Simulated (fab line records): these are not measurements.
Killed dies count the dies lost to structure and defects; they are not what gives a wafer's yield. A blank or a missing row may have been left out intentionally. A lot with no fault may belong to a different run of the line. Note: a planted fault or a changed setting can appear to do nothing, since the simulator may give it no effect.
fab line records + flow sky130
record
- lots=14
- wafers=42
- lastDay=50
route steps=708 shown VIA2@519 CAPM@537
lots that met no fault: from a run of the same line without faults
startH: the number of hours between the record's first day and the start of the first shown wafer of the lot + waitH: hours since the lot's step before + " identical to the entry in the row above + L1.1+2: several wafers, shown together as one row + - either no value or no given start + * or withheld: withheld + < > ~ a bound
route shown NAME@n: a module of which the file shows steps, and the number in the route of the first + usual: mean and standard deviation over wafers with no fault + same: alike in all rows + chamber/n: place in a boat + sites: the reading at each site + _std_site: standard deviation of those values + _edge_site: inner sites' mean taken away from outer sites' mean + radiusMm: how far each site lies from the wafer's centre + mask NAME#n: copy n + behind: the most recent tool/chamber to have shaped the wafer + hold: why the lot was held/for how many hours/how that ended + device: which transistor (n, p or np) failed to switch + end of line: tests run on the same wafers once the route is complete + a step with no rows: only its recipe + killed: at the first sort, the dies lost to defects and structure; wafer yield is something else + map: per-die view of a wafer (x killed, . not killed, _ where there is no die)
set.NAME: the run value of the setting; set.NAME@STEP: its run value at that earlier step + model.NAME: the simulator's own value behind a step, which no gauge read
the route's steps for a sample of lots (tables are steps, rows are wafers)
services: a tool's chamber out of use, with start hour (startH, from the record's first day; less than 0 if before it), hours out, and reason
## steps
# step SKY_VIA2_CD_MEAS_12
# recipe
- targetCdNm=200
# usual
- cdNm=200.0/1.5
| lot.wafer | tool     | chamber | startH  | waitH | cdNm  |
|-----------|----------|---------|---------|-------|-------|
| L189.2    | cdSem-02 | -       | 859.89  | -     | 199.3 |
| L189.3    | "        | -       | "       | "     | 200.5 |
| L189.5    | "        | -       | "       | "     | 199.0 |
| L191.2    | cdSem-02 | -       | 865.99  | -     | 200.4 |
| L191.3    | "        | -       | "       | "     | 197.6 |
| L191.4    | "        | -       | "       | "     | 198.5 |
| L192.1    | cdSem-02 | -       | 868.37  | -     | 201.8 |
| L192.4    | "        | -       | "       | "     | 202.1 |
| L192.5    | "        | -       | "       | "     | 201.4 |
| L195.2    | cdSem-02 | -       | 892.10  | -     | 204.8 |
| L195.3    | "        | -       | "       | "     | 205.5 |
| L195.5    | "        | -       | "       | "     | 205.0 |
| L194.1    | cdSem-01 | -       | 894.43  | -     | 198.3 |
| L194.2    | "        | -       | "       | "     | 197.7 |
| L194.5    | "        | -       | "       | "     | 199.5 |
| L196.3    | cdSem-02 | -       | 899.04  | -     | 199.3 |
| L196.4    | "        | -       | "       | "     | 199.8 |
| L196.5    | "        | -       | "       | "     | 199.2 |
| L197.3    | cdSem-01 | -       | 905.77  | -     | 197.6 |
| L197.5    | "        | -       | "       | "     | 199.1 |
| L197.6    | "        | -       | "       | "     | 198.9 |
| L202.1    | cdSem-01 | -       | 948.70  | -     | 197.5 |
| L202.3    | "        | -       | "       | "     | 199.2 |
| L202.5    | "        | -       | "       | "     | 196.9 |
| L203.1    | cdSem-01 | -       | 951.33  | -     | 199.6 |
| L203.3    | "        | -       | "       | "     | 200.1 |
| L203.6    | "        | -       | "       | "     | 200.0 |
| L208.4    | cdSem-01 | -       | 990.46  | -     | 198.6 |
| L208.5    | "        | -       | "       | "     | 200.0 |
| L208.6    | "        | -       | "       | "     | 198.0 |
| L209.2    | cdSem-01 | -       | 991.69  | -     | 199.3 |
| L209.4    | "        | -       | "       | "     | 199.6 |
| L209.6    | "        | -       | "       | "     | 201.0 |
| L210.1    | cdSem-01 | -       | 998.62  | -     | 199.5 |
| L210.3    | "        | -       | "       | "     | 200.0 |
| L210.6    | "        | -       | "       | "     | 201.5 |
| L211.1    | cdSem-01 | -       | 1000.09 | -     | 200.8 |
| L211.3    | "        | -       | "       | "     | 200.7 |
| L211.5    | "        | -       | "       | "     | 201.0 |
| L212.1    | cdSem-02 | -       | 1011.17 | -     | 199.6 |
| L212.2    | "        | -       | "       | "     | 201.2 |
| L212.6    | "        | -       | "       | "     | 199.4 |
# step SKY_VIA2_STRIP_16
# recipe
- chemistry=O2/N2
- powerW=1400
- pressureMtorr=1500
- platenTempC=withheld
- o2FlowSccm=3000
- n2FlowSccm=300
- overashFraction=0.5
# usual
- chamberPressureMTorr=1500.1/1.4
- drypumpMotorCurrentA=5.4/0.54
- o2FlowSccm=3000/9.7
- oesProductAu=0.401/0.0051
- stripTimeToEndpointS=4.089/0.028
| lot.wafer | tool           | chamber | startH  | waitH | chamberPressureMTorr | drypumpMotorCurrentA | o2FlowSccm | oesProductAu | rfHoursCounterH | stripTimeToEndpointS |
|-----------|----------------|---------|---------|-------|----------------------|----------------------|------------|--------------|-----------------|----------------------|
| L189.2    | plasmaAsher-01 | 0       | 860.13  | 0.0   | 1497.7               | 6.2                  | 2997       | 0.405        | 11              | 4.109                |
| L189.3    | "              | 1       | "       | "     | 1500.5               | 6.0                  | 3005       | 0.399        | -               | 4.061                |
| L189.5    | "              | 0       | "       | "     | 1500.7               | 6.2                  | 2996       | 0.403        | -               | 4.078                |
| L191.2    | plasmaAsher-04 | 1       | 866.23  | 0.0   | 1503.0               | 4.9                  | 2992       | 0.401        | 74              | 4.123                |
| L191.3    | "              | 0       | "       | "     | 1499.3               | 5.4                  | 2997       | 0.409        | -               | 4.117                |
| L191.4    | "              | 1       | "       | "     | 1500.2               | 4.9                  | 2989       | 0.415        | -               | 4.103                |
| L192.1    | plasmaAsher-04 | 0       | 868.63  | 0.0   | 1500.1               | 5.5                  | 2997       | 0.407        | 74              | 4.117                |
| L192.4    | "              | 0       | "       | "     | 1501.2               | 5.5                  | 2996       | 0.390        | -               | 4.104                |
| L192.5    | "              | 0       | "       | "     | 1501.7               | 5.5                  | 3003       | 0.409        | -               | 4.144                |
| L195.2    | plasmaAsher-02 | 1       | 892.39  | 0.1   | 1500.1               | 5.0                  | 3009       | 0.398        | 110             | 4.055                |
| L195.3    | "              | 1       | "       | "     | 1498.0               | 5.0                  | 3014       | 0.402        | -               | 4.070                |
| L195.5    | "              | 1       | "       | "     | 1498.1               | 5.0                  | 3012       | 0.405        | -               | 4.054                |
| L194.1    | plasmaAsher-01 | 1       | 894.74  | 0.1   | 1500.7               | 6.0                  | 3009       | 0.396        | 14              | 4.066                |
| L194.2    | "              | 0       | "       | "     | 1502.6               | 6.2                  | 2989       | 0.398        | 14              | 4.084                |
| L194.5    | "              | 0       | "       | "     | 1501.3               | 6.2                  | 2993       | 0.400        | -               | 4.059                |
| L196.3    | plasmaAsher-01 | 1       | 899.30  | 0.1   | 1498.7               | 6.0                  | 2992       | 0.395        | -               | 4.078                |
| L196.4    | "              | 0       | "       | "     | 1501.1               | 6.2                  | 3009       | 0.402        | -               | 4.121                |
| L196.5    | "              | 0       | "       | "     | 1501.4               | 6.2                  | 2986       | 0.399        | -               | 4.118                |
| L197.3    | plasmaAsher-02 | 0       | 906.02  | 0.1   | 1498.7               | 4.8                  | 2990       | 0.396        | -               | 4.094                |
| L197.5    | "              | 1       | "       | "     | 1499.5               | 5.0                  | 2999       | 0.392        | -               | 4.055                |
| L197.6    | "              | 0       | "       | "     | 1501.2               | 4.8                  | 2990       | 0.399        | -               | 4.086                |
| L202.1    | plasmaAsher-02 | 1       | 948.97  | 0.0   | -                    | -                    | -          | -            | -               | -                    |
| L202.3    | "              | 1       | "       | "     | -                    | -                    | -          | -            | -               | -                    |
| L202.5    | "              | 1       | "       | "     | -                    | -                    | -          | -            | -               | -                    |
| L203.1    | plasmaAsher-02 | 0       | 951.59  | 0.0   | -                    | -                    | -          | -            | -               | -                    |
| L203.3    | "              | 0       | "       | "     | -                    | -                    | -          | -            | -               | -                    |
| L203.6    | "              | 1       | "       | "     | -                    | -                    | -          | -            | -               | -                    |
| L208.4    | plasmaAsher-04 | 1       | 990.70  | 0.1   | 1496.7               | 4.9                  | 3012       | 0.403        | -               | 4.099                |
| L208.5    | "              | 1       | "       | "     | 1499.8               | 5.0                  | 3007       | 0.399        | -               | 4.122                |
| L208.6    | "              | 0       | "       | "     | 1501.5               | 5.5                  | 2988       | 0.408        | -               | 4.083                |
| L209.2    | plasmaAsher-04 | 1       | 991.93  | 0.0   | 1500.6               | 4.9                  | 3004       | 0.406        | 87              | 4.058                |
| L209.4    | "              | 0       | "       | "     | 1499.7               | 5.5                  | 3002       | 0.408        | -               | 4.058                |
| L209.6    | "              | 1       | "       | "     | 1499.8               | 4.9                  | 2998       | 0.391        | -               | 4.083                |
| L210.1    | plasmaAsher-01 | 0       | 998.89  | 0.0   | 1498.9               | 6.2                  | 3014       | 0.408        | 24              | 4.100                |
| L210.3    | "              | 1       | "       | "     | 1499.1               | 6.0                  | 3008       | 0.401        | -               | 4.128                |
| L210.6    | "              | 0       | "       | "     | 1501.1               | 6.2                  | 3007       | 0.393        | -               | 4.133                |
| L211.1    | plasmaAsher-02 | 1       | 1000.35 | 0.0   | 1499.9               | 5.0                  | 3009       | 0.399        | 120             | 4.043                |
| L211.3    | "              | 0       | "       | "     | 1499.4               | 4.8                  | 3004       | 0.404        | -               | 4.077                |
| L211.5    | "              | 0       | "       | "     | 1499.5               | 4.8                  | 2991       | 0.397        | -               | 4.124                |
| L212.1    | plasmaAsher-04 | 1       | 1011.43 | 0.0   | 1499.5               | 5.0                  | 2986       | 0.393        | 89              | 4.084                |
| L212.2    | "              | 0       | "       | "     | 1500.3               | 5.5                  | 2996       | 0.412        | 89              | 4.081                |
| L212.6    | "              | 0       | "       | "     | 1499.5               | 5.4                  | 2989       | 0.398        | -               | 4.096                |
# step SKY_VIA2_SPUTTER_20
# recipe
- material=TiN
- targetThkNm=20
- chamberPressurePa=5
- powerW=4000
- timeS=80
# usual
- throttleValvePct=30.7/0.78
| lot.wafer | tool          | chamber | startH  | waitH | throttleValvePct |
|-----------|---------------|---------|---------|-------|------------------|
| L189.2    | pvdSputter-01 | -       | 860.72  | 0.0   | 30.7             |
| L189.3    | "             | -       | "       | "     | 30.7             |
| L189.5    | "             | -       | "       | "     | 30.7             |
| L191.2    | pvdSputter-04 | -       | 866.82  | 0.0   | 31.1             |
| L191.3    | "             | -       | "       | "     | 31.5             |
| L191.4    | "             | -       | "       | "     | 29.4             |
| L192.1    | pvdSputter-03 | -       | 869.22  | 0.0   | 29.5             |
| L192.4    | "             | -       | "       | "     | 30.4             |
| L192.5    | "             | -       | "       | "     | 30.6             |
| L195.2    | pvdSputter-03 | -       | 892.99  | 0.0   | 29.3             |
| L195.3    | "             | -       | "       | "     | 30.6             |
| L195.5    | "             | -       | "       | "     | 30.0             |
| L194.1    | pvdSputter-01 | -       | 895.34  | 0.0   | 30.3             |
| L194.2    | "             | -       | "       | "     | 31.9             |
| L194.5    | "             | -       | "       | "     | 31.1             |
| L196.3    | pvdSputter-04 | -       | 899.86  | 0.0   | 31.4             |
| L196.4    | "             | -       | "       | "     | 31.5             |
| L196.5    | "             | -       | "       | "     | 31.0             |
| L197.3    | pvdSputter-04 | -       | 906.58  | 0.0   | 31.2             |
| L197.5    | "             | -       | "       | "     | 31.6             |
| L197.6    | "             | -       | "       | "     | 31.3             |
| L202.1    | pvdSputter-01 | -       | 949.56  | 0.0   | 30.7             |
| L202.3    | "             | -       | "       | "     | 30.9             |
| L202.5    | "             | -       | "       | "     | 31.7             |
| L203.1    | pvdSputter-01 | -       | 952.18  | 0.0   | 32.3             |
| L203.3    | "             | -       | "       | "     | 31.1             |
| L203.6    | "             | -       | "       | "     | 31.0             |
| L208.4    | pvdSputter-04 | -       | 991.29  | 0.0   | 31.5             |
| L208.5    | "             | -       | "       | "     | 31.7             |
| L208.6    | "             | -       | "       | "     | 29.5             |
| L209.2    | pvdSputter-03 | -       | 992.53  | 0.0   | 30.4             |
| L209.4    | "             | -       | "       | "     | 30.4             |
| L209.6    | "             | -       | "       | "     | 30.4             |
| L210.1    | pvdSputter-03 | -       | 999.51  | 0.0   | 30.7             |
| L210.3    | "             | -       | "       | "     | 30.0             |
| L210.6    | "             | -       | "       | "     | 29.2             |
| L211.1    | pvdSputter-01 | -       | 1000.97 | 0.0   | 31.2             |
| L211.3    | "             | -       | "       | "     | 31.9             |
| L211.5    | "             | -       | "       | "     | 31.7             |
| L212.1    | pvdSputter-03 | -       | 1012.03 | 0.0   | 29.8             |
| L212.2    | "             | -       | "       | "     | 29.4             |
| L212.6    | "             | -       | "       | "     | 29.4             |
# step SKY_CAPM_CVD_00
# recipe
- material=SiO2
- targetThkNm=15.5
- tempC=400
- timeS=withheld
- rfW=450
# usual
- heaterPowerW=699/130
- rfFwdPowerW=441.8/2.7
- susceptorTempC=399.97/0.21
| lot.wafer | tool     | chamber | startH  | waitH | heaterPowerW | rfFwdPowerW | susceptorTempC |
|-----------|----------|---------|---------|-------|--------------|-------------|----------------|
| L189.2    | pecvd-04 | 0       | 861.55  | 0.0   | 659          | 443.7       | 399.93         |
| L189.3    | "        | 2       | "       | "     | 555          | 445.4       | 399.75         |
| L189.5    | "        | 0       | "       | "     | 671          | 442.1       | 399.76         |
| L191.2    | pecvd-01 | 2       | 867.65  | 0.0   | 783          | 437.2       | 399.94         |
| L191.3    | "        | 0       | "       | "     | 734          | 444.8       | 399.96         |
| L191.4    | "        | 1       | "       | "     | 547          | 441.0       | 399.96         |
| L192.1    | pecvd-04 | 0       | 870.05  | 0.0   | 788          | 440.9       | 399.85         |
| L192.4    | "        | 2       | "       | "     | 622          | 446.9       | 399.53         |
| L192.5    | "        | 1       | "       | "     | 788          | 439.1       | 400.27         |
| L195.2    | pecvd-01 | 0       | 893.81  | 0.0   | 716          | 443.9       | 399.98         |
| L195.3    | "        | 1       | "       | "     | 502          | 440.5       | 399.73         |
| L195.5    | "        | 1       | "       | "     | 515          | 441.4       | 399.58         |
| L194.1    | pecvd-04 | 0       | 896.17  | 0.0   | 726          | 440.7       | 400.18         |
| L194.2    | "        | 1       | "       | "     | 683          | 442.1       | 400.40         |
| L194.5    | "        | 1       | "       | "     | 648          | 441.6       | 400.14         |
| L196.3    | pecvd-01 | 0       | 900.68  | 0.0   | 671          | 442.9       | 399.87         |
| L196.4    | "        | 1       | "       | "     | 430          | 442.2       | 399.68         |
| L196.5    | "        | 2       | "       | "     | 766          | 439.5       | 399.71         |
| L197.3    | pecvd-01 | 1       | 907.42  | 0.0   | 532          | 438.6       | 399.98         |
| L197.5    | "        | 2       | "       | "     | 784          | 437.9       | 399.90         |
| L197.6    | "        | 1       | "       | "     | 539          | 439.1       | 399.94         |
| L208.4    | pecvd-04 | 1       | 992.13  | 0.0   | 705          | 437.9       | 399.81         |
| L208.5    | "        | 2       | "       | "     | 563          | 444.8       | 400.00         |
| L208.6    | "        | 0       | "       | "     | 801          | 440.1       | 400.15         |
| L209.2    | pecvd-01 | 0       | 993.35  | 0.0   | 719          | 440.6       | 400.24         |
| L209.4    | "        | 1       | "       | "     | 525          | 443.2       | 399.93         |
| L209.6    | "        | 2       | "       | "     | 780          | 438.4       | 400.06         |
| L210.1    | pecvd-04 | 1       | 1000.33 | 0.0   | 738          | 439.4       | 399.70         |
| L210.3    | "        | 2       | "       | "     | 663          | 446.1       | 400.12         |
| L210.6    | "        | 1       | "       | "     | 749          | 440.6       | 400.18         |
| L211.1    | pecvd-03 | 2       | 1001.80 | 0.0   | 972          | 444.5       | 399.98         |
| L211.3    | "        | 2       | "       | "     | 986          | 445.7       | 399.71         |
| L211.5    | "        | 0       | "       | "     | 759          | 441.1       | 399.65         |
| L212.1    | pecvd-01 | 1       | 1012.85 | 0.0   | 530          | 441.6       | 400.25         |
| L212.2    | "        | 2       | "       | "     | 781          | 439.9       | 400.59         |
| L212.6    | "        | 2       | "       | "     | 780          | 439.0       | 400.27         |
## services
| tool           | chamber | startH  | hours | kind                         |
|----------------|---------|---------|-------|------------------------------|
| plasmaAsher-01 | -       | 837.66  | 5.8   | repair                       |
| pecvd-04       | 1       | 852.23  | 5.5   | scheduledDown                |
| plasmaAsher-01 | -       | 867.15  | 0.5   | repair                       |
| pecvd-01       | 2       | 878.83  | 5.5   | scheduledDown                |
| pvdSputter-04  | -       | 886.14  | 12.2  | repair                       |
| pvdSputter-03  | -       | 894.75  | 8.1   | repair                       |
| pvdSputter-04  | -       | 902.64  | 3.2   | repair                       |
| pecvd-01       | 0       | 902.75  | 5.5   | scheduledDown                |
| pvdSputter-01  | -       | 908.89  | 2.0   | repair                       |
| plasmaAsher-02 | -       | 910.57  | 7.0   | repair                       |
| plasmaAsher-02 | -       | 939.75  | 2.7   | repair                       |
| pecvd-03       | 2       | 941.77  | 2.1   | scheduledDown                |
| pecvd-04       | 0       | 951.38  | 2.1   | scheduledDown                |
| pecvd-03       | 1       | 969.45  | 5.5   | scheduledDown                |
| plasmaAsher-01 | -       | 980.47  | 10.6  | repair                       |
| pecvd-03       | 0       | 990.52  | 4.8   | repair                       |
| plasmaAsher-02 | -       | 994.81  | 2.2   | repair                       |
| pecvd-01       | 0       | 995.17  | 16.5  | scheduledDown                |
| pecvd-03       | 1       | 999.38  | -     | clean                        |
| pecvd-03       | 1       | 999.38  | -     | consumableReplace:showerhead |
| pecvd-04       | 2       | 1003.64 | 5.5   | scheduledDown                |
| pecvd-04       | 1       | 1006.11 | 6.4   | repair                       |
| plasmaAsher-01 | -       | 1011.62 | 2.0   | repair                       |
| plasmaAsher-02 | -       | 1012.49 | 1.0   | repair                       |
## key
firstSign
- step=SKY_VIA2_STRIP_16
- reading=toolRecord
- direction=missing
effect none on later readings
metAt SKY_VIA2_STRIP_16
struckLots L202,L203
laterRowsLeftOut L202.1,L202.3,L202.5,L203.1,L203.3,L203.6
sortLeftOut L202.1,L202.3,L202.5,L203.1,L203.3,L203.6
notActingAt SKY_VIA2_CD_MEAS_12,SKY_VIA2_SPUTTER_20,SKY_CAPM_CVD_00
onsetBetween 906.02 948.97
fault
- kind=skippedStepWhole
- tool=plasmaAsher-02
- chamber=-
- onsetH=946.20
- steps=SKY_VIA2_STRIP_16
- scope=struckLotsOnly
# sortLeftOut: the simulated sort isn't trusted on such a fault, so these wafers' sort isn't shown, and their yield isn't known
# laterRowsLeftOut: the simulator's readings of these wafers behind a module that went badly wrong aren't trusted and aren't shown, but for the sort
